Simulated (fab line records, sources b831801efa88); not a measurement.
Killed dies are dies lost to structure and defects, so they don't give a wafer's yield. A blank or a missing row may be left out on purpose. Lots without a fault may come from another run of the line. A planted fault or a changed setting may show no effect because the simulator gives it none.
Which tool did it? | flow gf180mcu | 7 lots, 21 wafers sampled, at 2 steps of a route of 602

WHAT THE GAUGES READ, wafer by wafer
GF_PSD_OVL_MEAS_08.
lot  | measured     | on         | PSD_OVL (nm)
L871 | day 15 01:41 | overlay-01 | 2.6 0.7 1.7
L873 | day 15 22:53 | overlay-01 | -0.1 -0.2 1.1
L876 | day 17 07:25 | overlay-02 | 1.1 1.7 0.8
L883 | day 19 19:44 | overlay-02 | 2.2 1.9 2.0
L886 | day 21 01:11 | overlay-02 | -1.1 1.6 -1.2
L889 | day 21 12:31 | overlay-01 | 0.2 0.0 1.0
L890 | day 22 03:49 | overlay-01 | 0.1 0.3 -1.2

WHICH TOOL RAN EACH LOT (tool, then ch and the chambers of the sampled wafers, then the start)
lot  | GF_HV_LDD_IMPLANT_35
L871 | implanter-04 ch 0, day 12 08:44
L873 | implanter-02 ch 0, day 13 04:04
L876 | implanter-03 ch 0, day 14 08:32
L883 | implanter-03 ch 0, day 16 16:47
L886 | implanter-02 ch 0, day 17 21:24
L889 | implanter-04 ch 0, day 18 07:51
L890 | implanter-04 ch 0, day 19 01:07
- GF_HV_LDD_IMPLANT_35

THE ANSWER, worked out from the rows above alone
Rule: what is usual is taken from the lots themselves. Put in order of their means at a reading, lots are off if they are a third of the lots or fewer, leave a main group of 4 or more, and stand apart from it by a gap of 3 or more times the standard deviation of the main group's means; of several such gaps the widest counts. A main group whose means are all the same, to the digits that the tables above print for the reading, isn't used. A lot without any number at a reading at which 4 lots or more have one is off too. The other lots that the step has rows for count as sound.
No lot is off at any reading shown: from this, nothing can be told.

WHAT THE SIMULATOR HAD PUT IN
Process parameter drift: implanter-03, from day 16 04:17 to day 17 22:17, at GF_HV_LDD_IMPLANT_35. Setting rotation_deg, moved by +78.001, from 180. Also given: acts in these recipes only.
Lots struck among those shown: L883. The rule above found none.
